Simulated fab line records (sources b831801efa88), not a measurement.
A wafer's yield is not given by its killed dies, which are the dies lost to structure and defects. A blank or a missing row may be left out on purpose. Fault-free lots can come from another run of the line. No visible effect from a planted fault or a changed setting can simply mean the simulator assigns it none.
fab line records | flow sky130
record lots=12 wafers=36 last-day=51
route steps=708 shown VT_ADJUST_HVTP@96 VT_ADJUST_NCORE@125 VT_ADJUST_HVTR@138 PAD_OPEN@708
lots that met no fault: from a run of the same line without faults
start-h: the number of hours between the record's first day and the start of the first shown wafer of the lot | wait-h: hours since the lot's step before | " repeats the value in the row above | L1.1+2: several wafers, shown together as one row | - no value present, or no start provided | * or withheld: withheld | < > ~ a bound
route shown NAME@n: a module of which the file shows steps, and the number in the route of the first | usual: mean and standard deviation over wafers with no fault | same: alike in all rows | chamber/n: place in a boat | sites: each site's reading | _std_site: the values' standard deviation | _edge_site: outer sites' mean less inner sites' | radius-mm: for every site, how far away it sits from the centre of the wafer | mask NAME#n: copy n | behind: tool/chamber where the wafer was last shaped | hold: reason for holding the lot/hours on hold/outcome of the hold | device: whichever transistor did not switch (one of n, p or np) | end of line: tests run on the same wafers once the route is complete | step lacking rows: just its recipe | killed: dies that structure and defects cost at the first sort, which is not the same as the wafer's yield | map: a wafer's dies, x killed, . not, _ none there
set.NAME: setting as actually run; set.NAME@STEP: the setting as run at that earlier step | model.NAME: the simulator's own value behind a step, which no gauge read
the route's steps for a sample of lots (tables are steps, rows are wafers)
## steps
# step SKY_VT_ADJUST_HVTP_TW_MEAS_11
# usual VT_ADJUST_HVTP_TW=1364/12
# columns lot.wafer tool chamber start-h wait-h VT_ADJUST_HVTP_TW
L755.1 film-metro-01 - 128.71 0.1 1371
L755.4 " - " " 1365
L755.5 " - " " 1364
L756.1 film-metro-01 - 132.76 0.1 1361
L756.3 " - " " 1370
L756.5 " - " " 1375
L757.1 film-metro-03 - 142.44 0.1 1366
L757.2 " - " " 1370
L757.5 " - " " 1377
L758.1 film-metro-02 - 151.29 0.1 1338
L758.3 " - " " 1339
L758.5 " - " " 1344
L759.1 film-metro-01 - 153.05 0.1 1379
L759.3 " - " " 1376
L759.4 " - " " 1381
L760.2 film-metro-01 - 159.20 0.1 1375
L760.3 " - " " 1378
L760.4 " - " " 1373
L767.1 film-metro-01 - 202.19 0.1 1379
L767.3 " - " " 1373
L767.5 " - " " 1374
L770.1 film-metro-03 - 219.84 0.1 1360
L770.2 " - " " 1358
L770.4 " - " " 1364
L771.3 film-metro-02 - 229.31 0.1 1336
L771.4 " - " " 1346
L771.6 " - " " 1341
L773.1 film-metro-02 - 242.86 0.1 1346
L773.3 " - " " 1347
L773.4 " - " " 1342
L775.2 film-metro-02 - 253.90 0.1 1349
L775.4 " - " " 1343
L775.5 " - " " 1344
L777.1 film-metro-03 - 285.35 0.1 1364
L777.3 " - " " 1356
L777.6 " - " " 1363
# step SKY_VT_ADJUST_NCORE_DEVELOP_06
# recipe resist=NOVOLAK developer=TMAH develop-time-s=60 dev-temp-c=23
# columns lot.wafer tool chamber start-h wait-h
L755.1+4+5 litho-track-03 0 185.75 0.1
L756.1+3+5 litho-track-03 0 193.00 0.1
L757.1+2+5 litho-track-01 0 203.49 0.1
L758.1+3+5 litho-track-02 0 211.40 0.1
L759.1+3+4 litho-track-02 0 214.80 0.1
L760.2+3+4 litho-track-01 0 221.01 0.1
L767.1+3+5 litho-track-02 0 271.05 0.1
L770.1+2+4 litho-track-03 0 291.65 0.1
L771.3+4+6 litho-track-02 0 301.10 0.1
L773.1+3+4 litho-track-01 0 316.94 0.1
L775.2+4+5 litho-track-01 0 329.66 0.1
L777.1+3+6 litho-track-02 0 363.90 0.1
# step SKY_VT_ADJUST_NCORE_CD_MEAS_07
# recipe target-cd-nm=380
# usual cd-nm=380.4/2.2
# columns lot.wafer tool chamber start-h wait-h cd-nm
L755.1 cd-sem-01 - 185.90 0.1 381.4
L755.4 " - " " 381.0
L755.5 " - " " 382.1
L756.1 cd-sem-02 - 193.15 0.1 380.5
L756.3 " - " " 382.2
L756.5 " - " " 381.5
L757.1 cd-sem-02 - 203.64 0.1 379.2
L757.2 " - " " 378.8
L757.5 " - " " 380.8
L758.1 cd-sem-02 - 211.55 0.1 378.2
L758.3 " - " " 376.2
L758.5 " - " " 378.7
L759.1 cd-sem-01 - 214.95 0.1 379.9
L759.3 " - " " 379.0
L759.4 " - " " 378.7
L760.2 cd-sem-02 - 221.18 0.1 383.8
L760.3 " - " " 381.7
L760.4 " - " " 380.7
L767.1 cd-sem-02 - 271.20 0.1 -
L767.3 " - " " -
L767.5 " - " " 384.9
L770.1 cd-sem-01 - 291.81 0.1 382.2
L770.2 " - " " 383.8
L770.4 " - " " 384.7
L771.3 cd-sem-02 - 301.24 0.1 -
L771.4 " - " " 384.2
L771.6 " - " " -
L773.1 cd-sem-01 - 317.09 0.1 384.0
L773.3 " - " " 381.4
L773.4 " - " " 383.4
L775.2 cd-sem-02 - 329.81 0.1 377.3
L775.4 " - " " 379.9
L775.5 " - " " 376.5
L777.1 cd-sem-01 - 364.05 0.1 374.7
L777.3 " - " " 377.4
L777.6 " - " " 378.1
# step SKY_VT_ADJUST_NCORE_OVL_MEAS_08
# usual VT_ADJUST_NCORE_OVL=0.3/1.4
# columns lot.wafer tool chamber start-h wait-h VT_ADJUST_NCORE_OVL[nm]
L755.1 overlay-01 - 186.02 0.1 0.5
L755.4 " - " " 0.0
L755.5 " - " " 1.4
L756.1 overlay-01 - 193.27 0.1 -0.2
L756.3 " - " " -1.2
L756.5 " - " " -0.9
L757.1 overlay-02 - 203.76 0.1 0.0
L757.2 " - " " -0.6
L757.5 " - " " -0.3
L758.1 overlay-01 - 211.67 0.1 1.7
L758.3 " - " " 1.2
L758.5 " - " " 2.8
L759.1 overlay-01 - 215.07 0.1 1.9
L759.3 " - " " 1.9
L759.4 " - " " 0.7
L760.2 overlay-01 - 221.28 0.1 1.0
L760.3 " - " " 0.9
L760.4 " - " " 1.0
L767.1 overlay-01 - 271.32 0.1 -
L767.3 " - " " -
L767.5 " - " " 1.6
L770.1 overlay-01 - 291.93 0.1 0.5
L770.2 " - " " 1.9
L770.4 " - " " 0.8
L771.3 overlay-02 - 301.34 0.1 -
L771.4 " - " " -1.3
L771.6 " - " " -
L773.1 overlay-01 - 317.21 0.1 3.3
L773.3 " - " " 1.3
L773.4 " - " " 2.1
L775.2 overlay-01 - 329.91 0.1 1.4
L775.4 " - " " 2.0
L775.5 " - " " 3.5
L777.1 overlay-01 - 364.17 0.1 -0.9
L777.3 " - " " -0.5
L777.6 " - " " 0.0
# step SKY_VT_ADJUST_NCORE_TW_MEAS_11
# usual VT_ADJUST_NCORE_TW=220.3/2.1
# columns lot.wafer tool chamber start-h wait-h VT_ADJUST_NCORE_TW
L755.1 film-metro-04 - 186.30 0.1 219.9
L755.4 " - " " 219.9
L755.5 " - " " 220.4
L756.1 film-metro-01 - 193.55 0.1 221.4
L756.3 " - " " 221.7
L756.5 " - " " 221.8
L757.1 film-metro-04 - 204.04 0.1 219.2
L757.2 " - " " 218.6
L757.5 " - " " 219.5
L758.1 film-metro-01 - 211.96 0.1 222.6
L758.3 " - " " 221.8
L758.5 " - " " 223.5
L759.1 film-metro-01 - 215.36 0.1 222.7
L759.3 " - " " 223.0
L759.4 " - " " 221.4
L760.2 film-metro-01 - 221.57 0.1 220.7
L760.3 " - " " 220.6
L760.4 " - " " 222.1
L767.1 film-metro-02 - 271.61 0.1 29.8
L767.3 " - " " 29.7
L767.5 " - " " 218.9
L770.1 film-metro-01 - 292.21 0.1 222.7
L770.2 " - " " 222.1
L770.4 " - " " 223.5
L771.3 film-metro-01 - 301.63 0.1 30.6
L771.4 " - " " 222.3
L771.6 " - " " 30.2
L773.1 film-metro-04 - 317.49 0.1 221.8
L773.3 " - " " 222.0
L773.4 " - " " 221.2
L775.2 film-metro-02 - 330.20 0.1 216.4
L775.4 " - " " 217.1
L775.5 " - " " 216.1
L777.1 film-metro-02 - 364.46 0.1 217.3
L777.3 " - " " 215.9
L777.6 " - " " 216.1
# step SKY_VT_ADJUST_HVTR_CD_MEAS_07
# recipe target-cd-nm=380
# usual cd-nm=379.4/2.4
# columns lot.wafer tool chamber start-h wait-h cd-nm
L755.1 cd-sem-01 - 207.60 0.1 383.3
L755.4 " - " " 383.9
L755.5 " - " " 383.1
L756.1 cd-sem-02 - 214.94 0.1 376.6
L756.3 " - " " 379.5
L756.5 " - " " 377.0
L757.1 cd-sem-01 - 225.94 0.1 376.5
L757.2 " - " " 376.9
L757.5 " - " " 375.3
L758.1 cd-sem-01 - 234.20 0.1 378.1
L758.3 " - " " 377.9
L758.5 " - " " 379.5
L759.1 cd-sem-01 - 237.40 0.1 376.4
L759.3 " - " " 381.0
L759.4 " - " " 378.2
L760.2 cd-sem-02 - 244.92 0.1 379.7
L760.3 " - " " 379.3
L760.4 " - " " 382.0
L767.1 cd-sem-01 - 296.05 0.1 380.0
L767.3 " - " " 378.2
L767.5 " - " " 379.2
L770.1 cd-sem-02 - 317.69 0.1 378.6
L770.2 " - " " 375.7
L770.4 " - " " 375.3
L771.3 cd-sem-02 - 327.48 0.1 378.2
L771.4 " - " " 379.2
L771.6 " - " " 378.3
L773.1 cd-sem-01 - 344.59 0.1 381.6
L773.3 " - " " 382.8
L773.4 " - " " 381.1
L775.2 cd-sem-01 - 356.94 0.2 377.6
L775.4 " - " " 378.5
L775.5 " - " " 379.0
L777.1 cd-sem-02 - 392.85 0.1 383.6
L777.3 " - " " 385.7
L777.6 " - " " 384.8
# step SKY_VT_ADJUST_HVTR_OVL_MEAS_08
# usual VT_ADJUST_HVTR_OVL=0.2/1.8
# columns lot.wafer tool chamber start-h wait-h VT_ADJUST_HVTR_OVL[nm]
L755.1 overlay-02 - 207.72 0.1 -3.1
L755.4 " - " " -2.6
L755.5 " - " " -1.2
L756.1 overlay-02 - 215.06 0.1 -2.7
L756.3 " - " " 0.5
L756.5 " - " " -1.0
L757.1 overlay-02 - 226.06 0.1 -0.4
L757.2 " - " " 0.4
L757.5 " - " " 0.0
L758.1 overlay-01 - 234.32 0.1 -1.0
L758.3 " - " " -0.2
L758.5 " - " " -1.9
L759.1 overlay-01 - 237.52 0.1 0.4
L759.3 " - " " -0.3
L759.4 " - " " 0.2
L760.2 overlay-01 - 245.03 0.1 4.0
L760.3 " - " " 2.8
L760.4 " - " " 2.5
L767.1 overlay-01 - 296.17 0.1 0.4
L767.3 " - " " -1.8
L767.5 " - " " 0.1
L770.1 overlay-01 - 317.81 0.1 -0.3
L770.2 " - " " -0.6
L770.4 " - " " -1.2
L771.3 overlay-01 - 327.59 0.1 2.0
L771.4 " - " " 2.6
L771.6 " - " " 2.5
L773.1 overlay-02 - 344.71 0.1 -0.8
L773.3 " - " " 1.5
L773.4 " - " " -2.6
L775.2 overlay-01 - 357.04 0.1 1.0
L775.4 " - " " 0.3
L775.5 " - " " 0.3
L777.1 overlay-02 - 392.97 0.1 0.2
L777.3 " - " " 1.7
L777.6 " - " " -0.4
# step SKY_PAD_OPEN_PROBE_99
# usual killed_at_M0_to_M3=43/6.5 killed_at_M4_up=3.1/1.8 killed-at-contacts=24/5.6 killed-at-front-end=15/4.2 killed-at-other=0.3/0.5 killed-dies=86/8.9 killed-on-rim=17/4.3 killed-open=47/6.9 killed-short=39/5.9
# same gross-dies=492 killed-at-back-side=0
# columns lot.wafer tool chamber start-h wait-h killed_at_M0_to_M3 killed_at_M4_up killed-at-contacts killed-at-front-end killed-at-other killed-dies killed-on-rim killed-open killed-short
L767.1 prober-01 - 1148.38 0.1 52 7 22 411 0 492 96 52 43
L767.3 prober-01 - 1148.48 0.2 48 2 16 426 0 492 96 46 37
L767.5 prober-01 - 1148.58 0.2 43 2 15 17 1 78 12 39 39
L770.1 prober-02 - 1157.97 0.1 45 2 21 17 0 85 24 44 41
L770.2 prober-02 - 1158.02 0.1 45 2 21 21 1 90 23 49 41
L770.4 prober-02 - 1158.12 0.2 34 2 27 19 0 82 22 45 37
L771.3 prober-01 - 1167.41 0.2 37 2 30 423 0 492 96 48 35
L771.4 prober-01 - 1167.46 0.2 45 6 21 21 0 93 16 50 43
L771.6 prober-01 - 1167.56 0.2 48 5 32 407 0 492 96 53 43
# killed by level:class
L767.1 VT_ADJUST_NCORE:area-develop=397 VIA2:geometric-particle:open=11 CONTACT:geometric-particle:open=10 VIA1:geometric-particle:short=8 LI_CONTACT:geometric-particle:open=7 VIA1:geometric-particle:open=7 METAL2:geometric-particle:short=7 VIA3:geometric-particle:open=6
L767.3 VT_ADJUST_NCORE:area-develop=409 VIA1:geometric-particle:open=9 METAL2:geometric-particle:short=8 VIA3:geometric-particle:open=7 VIA2:geometric-particle:open=7 FIELD_ISO:geometric-particle:open=6 VIA1:geometric-particle:short=5 LI_CONTACT:geometric-particle:open=4
L767.5 VIA1:geometric-particle:open=9 METAL2:geometric-particle:short=7 VIA1:geometric-particle:short=7 VIA2:geometric-particle:open=6 FIELD_ISO:geometric-particle:open=5 VIA3:geometric-particle:open=5 CONTACT:geometric-particle:open=5 METAL3:geometric-particle:short=5
L770.1 CONTACT:geometric-particle:open=8 VIA1:geometric-particle:open=7 VIA2:geometric-particle:open=6 METAL2:geometric-particle:short=6 FIELD_ISO:geometric-particle:open=5 VIA1:geometric-particle:short=5 METAL1:geometric-particle:short=5 VIA3:geometric-particle:open=5
L770.2 CONTACT:geometric-particle:open=13 VIA3:geometric-particle:open=12 FIELD_ISO:geometric-particle:short=8 VIA1:geometric-particle:open=8 POLY_GATE:geometric-particle:short=5 METAL2:geometric-particle:short=5 VIA1:geometric-particle:short=4 FIELD_ISO:geometric-particle:open=3
L770.4 LI_CONTACT:geometric-particle:open=8 POLY_GATE:geometric-particle:open=7 CONTACT:geometric-particle:open=7 VIA1:geometric-particle:open=7 CONTACT:geometric-particle:short=6 FIELD_ISO:geometric-particle:short=4 VIA2:geometric-particle:short=4 METAL1:geometric-particle:short=4
L771.3 VT_ADJUST_NCORE:area-develop=409 LI_CONTACT:geometric-particle:open=12 VIA1:geometric-particle:open=8 LOCAL_INTERCONNECT:geometric-particle:short=7 VIA2:geometric-particle:open=6 CONTACT:geometric-particle:open=5 FIELD_ISO:geometric-particle:short=4 METAL1:geometric-particle:short=4
L771.4 VIA1:geometric-particle:open=16 VIA2:geometric-particle:open=9 LI_CONTACT:geometric-particle:open=8 FIELD_ISO:geometric-particle:short=7 POLY_GATE:geometric-particle:short=6 METAL1:geometric-particle:short=5 CONTACT:geometric-particle:short=4 VIA1:geometric-particle:short=3
L771.6 VT_ADJUST_NCORE:area-develop=396 LI_CONTACT:geometric-particle:open=11 VIA1:geometric-particle:open=11 CONTACT:geometric-particle:open=10 VIA1:geometric-particle:short=8 METAL2:geometric-particle:short=6 VIA2:geometric-particle:open=6 FIELD_ISO:geometric-particle:open=4
## key
first-sign step=SKY_VT_ADJUST_NCORE_CD_MEAS_07 reading=cd-nm direction=missing
effect step=SKY_VT_ADJUST_NCORE_OVL_MEAS_08 reading=VT_ADJUST_NCORE_OVL direction=missing
effect step=SKY_VT_ADJUST_NCORE_TW_MEAS_11 reading=VT_ADJUST_NCORE_TW direction=down sigmas=89 usual=220.3 struck=30.1
effect step=SKY_PAD_OPEN_PROBE_99 reading=killed-at-front-end direction=up sigmas=95 usual=15 struck=417
more-kills-born-at SKY_VT_ADJUST_NCORE_DEVELOP_06@litho-track-02=1611
met-at SKY_VT_ADJUST_NCORE_DEVELOP_06
struck-lots L767,L771
struck-wafers L767.1,L767.3,L771.3,L771.6
tester-left-out L767,L771
not-acting-at SKY_VT_ADJUST_HVTP_TW_MEAS_11,SKY_VT_ADJUST_HVTR_CD_MEAS_07,SKY_VT_ADJUST_HVTR_OVL_MEAS_08
onset-between 214.80 271.05
fault kind=process-parameter-drift tool=litho-track-02 chamber=- onset-h=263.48 steps=SKY_VT_ADJUST_NCORE_DEVELOP_06 channel=develop-time-s offset=* shape=step end-h=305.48 scope=struck-wafers-only acts-in=* stated=*
# tester-left-out: of these lots the tester's yield and bins aren't shown, on N5 and GAA mostly nor the transistor test; their killed dies are dies lost to structure and defects alone, not to doping, threshold or leakage, so they don't give the yield
